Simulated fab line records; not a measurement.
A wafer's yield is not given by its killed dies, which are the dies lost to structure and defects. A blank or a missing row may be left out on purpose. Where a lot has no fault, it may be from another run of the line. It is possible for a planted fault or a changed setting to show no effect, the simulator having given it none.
Comparing a struck lot with a sound one :: flow sky130 :: 41 out of 708 route steps
Sound: the wafers L271.1, L271.4, L271.5. Wafers struck: L279.1, L279.2, L279.5. At the end, the cause is stated.
Per side, at each step with rows, come the tool, then ch with its chambers, and then its first start. Under that, the readings that differ: sound wafers :: struck wafers :: difference of the means :: sigmas: that difference in standard deviations of wafers without a fault.
alike: readings with means less than 2 such deviations apart, plus words and numbers identical on both sides. not compared: withheld readings, readings lacking a value on some wafer, bounds such as >300 that could conceal the same value, and numbers that have no deviation in the record and whose values overlap.
The two part at a step that has a row with sigmas, a row that says differs or no value, or rows on one side only. Numbers that have no deviation but don't overlap get no sigmas and don't part them. A reading that every wafer of one side lacks parts them only if that side has two wafers or more.

first, 9 steps without rows for these wafers: SKY_METAL5_DEHYDRATE_07 (time 60 s); SKY_METAL5_HMDS_08 (prime time 60 s); SKY_METAL5_COAT_09 (resist thk 1800 nm); SKY_METAL5_SOFTBAKE_10 (time 60 s); SKY_METAL5_EXPOSE_11 (exposes mask MM5, target cd 1600 nm); SKY_METAL5_PEB_12; SKY_METAL5_DEVELOP_13 (develop time 60 s); SKY_METAL5_DESCUM_14 (chemistry O2, time 11 s); SKY_METAL5_METAL_ETCH_15 (etches the open film in Cl2/BCl3, stops on SiO2, target depth 1260 nm, time 252 s).
SKY_METAL5_STRIP_16: strips in O2/N2.
  sound on plasma asher-01 ch 0,1, day 45 12:11; struck on plasma asher-02 ch 0,1, day 47 14:17
  alike: drypump motor current A, oes product au, strip time to endpoint s
  not compared: rf hours counter h
then, 2 steps without rows for these wafers: SKY_METAL5_STRIP_17 (strips in post etch residue remover, time 1200 s); SKY_METAL5_CLEAN_18 (cleans in IPA, time 180 s).
SKY_METAL5_CLEAN_19: cleans in O3/DIW.
  sound on wet bench-04 ch 0, day 45 12:41; struck on wet bench-03 ch 3, day 47 14:47
SKY_PASSIVATION_CVD_00: deposits SiO2, target thk 90 nm.
  sound on pecvd-02 ch 0,2, day 45 12:47; struck on pecvd-02 ch 1,2, day 47 14:53
  alike: heater power w, rf fwd power W
SKY_PASSIVATION_THK_MEAS_01:
  sound on film metro-03, day 45 12:49; struck on film metro-02, day 47 14:54
  alike: PASSIVATION_CVD_00_THK
then, 1 step without rows for these wafers: SKY_PASSIVATION_CVD_02 (deposits Si3N4, target thk 540 nm).
SKY_PASSIVATION_THK_MEAS_03:
  sound on film metro-02, day 45 13:05; struck on film metro-04, day 47 15:11
  alike: PASSIVATION_CVD_02_THK
then, 7 steps without rows for these wafers: SKY_PASSIVATION_DEHYDRATE_04 (time 60 s); SKY_PASSIVATION_HMDS_05 (prime time 60 s); SKY_PASSIVATION_COAT_06 (resist thk 3000 nm); SKY_PASSIVATION_SOFTBAKE_07; SKY_PASSIVATION_EXPOSE_08 (exposes mask NSM, target cd 3000 nm); SKY_PASSIVATION_PEB_09; SKY_PASSIVATION_DEVELOP_10 (develop time 60 s).
SKY_PASSIVATION_ETCH_11: etches the open film in CF4/O2, stops on AlCu, target depth 725 nm, time 161.1 s.
  sound on rie diel-04 ch 1,2,3, day 46 09:41; struck on rie diel-04 ch 1,2,3, day 48 10:26
  alike: drypump motor current A, oes product au, rf fwd power W, throttle valve pct
  not compared: rf hours counter h
SKY_PASSIVATION_STRIP_12: strips in O2/N2.
  sound on plasma asher-04 ch 0, day 46 09:48; struck on plasma asher-02 ch 0,1, day 48 10:33
  alike: drypump motor current A, oes product au, strip time to endpoint s
  not compared: rf hours counter h
then, 7 steps without rows for these wafers: SKY_PAD_OPEN_DEHYDRATE_00 (time 60 s); SKY_PAD_OPEN_HMDS_01 (prime time 60 s); SKY_PAD_OPEN_COAT_02 (resist thk 3000 nm); SKY_PAD_OPEN_SOFTBAKE_03; SKY_PAD_OPEN_EXPOSE_04 (exposes mask PDM, target cd 60000 nm); SKY_PAD_OPEN_PEB_05; SKY_PAD_OPEN_DEVELOP_06 (develop time 60 s).
SKY_PAD_OPEN_ETCH_07: etches the open film in CF4/O2, stops on AlCu, target depth 725 nm, time 161.1 s.
  sound on rie diel-04 ch 2,3, day 47 05:49; struck on rie diel-03 ch 1,2, day 49 05:20
  alike: drypump motor current A, oes product au, rf fwd power W, throttle valve pct
  not compared: rf hours counter h
then, 5 steps without rows for these wafers: SKY_PAD_OPEN_STRIP_08 (strips in O2/N2); SKY_PAD_OPEN_STRIP_09 (strips in post etch residue remover, time 1200 s); SKY_PAD_OPEN_CLEAN_10 (cleans in IPA, time 180 s); SKY_PAD_OPEN_CLEAN_11 (cleans in O3/DIW); SKY_PAD_OPEN_ANNEAL_12.
SKY_PAD_OPEN_BOW_MEAS_13:
  sound on film metro-01, day 47 08:01; struck on film metro-03, day 49 07:58
  alike: PAD_OPEN_BOW
SKY_PAD_OPEN_PROBE_99:
  sound on prober-02, day 47 08:08; struck on prober-01, day 49 08:05
reading: killed_at_M4_up
sound: 6 4 4
struck: 37 43 35
difference: +34
sigmas: +17

reading: killed dies
sound: 94 96 102
struck: 115 126 107
difference: +19
sigmas: +2

reading: sort_bin_3_pad_short (%)
sound: 0.6 1.6 1.0
struck: 2.2 1.6 2.8
difference: +1.1
sigmas: +3

reading: sort_bin_5_function (%)
sound: 11.6 9.8 11.8
struck: 14.6 17.7 12.0
difference: +3.7
sigmas: +2

reading: sort n pass
sound: 398 396 390
struck: 377 366 385
difference: -19
sigmas: -2

reading: model.etest.tester.sort n pass
sound: 398 396 390
struck: 377 366 385
difference: -19
sigmas: 

reading: model.etest.tester.sort yield pct (%)
sound: 80.89 80.49 79.27
struck: 76.63 74.39 78.25
difference: -3.79
sigmas: 

reading: model.etest.tester.sort_bin_5_pct (%)
sound: 11.59 9.756 11.79
struck: 14.63 17.68 11.99
difference: +3.72
sigmas: 
  alike: defect limited yield, killed_at_M0_to_M3, killed at contacts, killed at front end, killed at other, killed open, killed short, sort_bin_6_memory, sort yield pct
  not compared: model.etest.tester.sort_bin_3_pct

== WHERE THEY PART ==
Only at SKY_PAD_OPEN_PROBE_99, within this record.

WHY: the cause the simulator had injected
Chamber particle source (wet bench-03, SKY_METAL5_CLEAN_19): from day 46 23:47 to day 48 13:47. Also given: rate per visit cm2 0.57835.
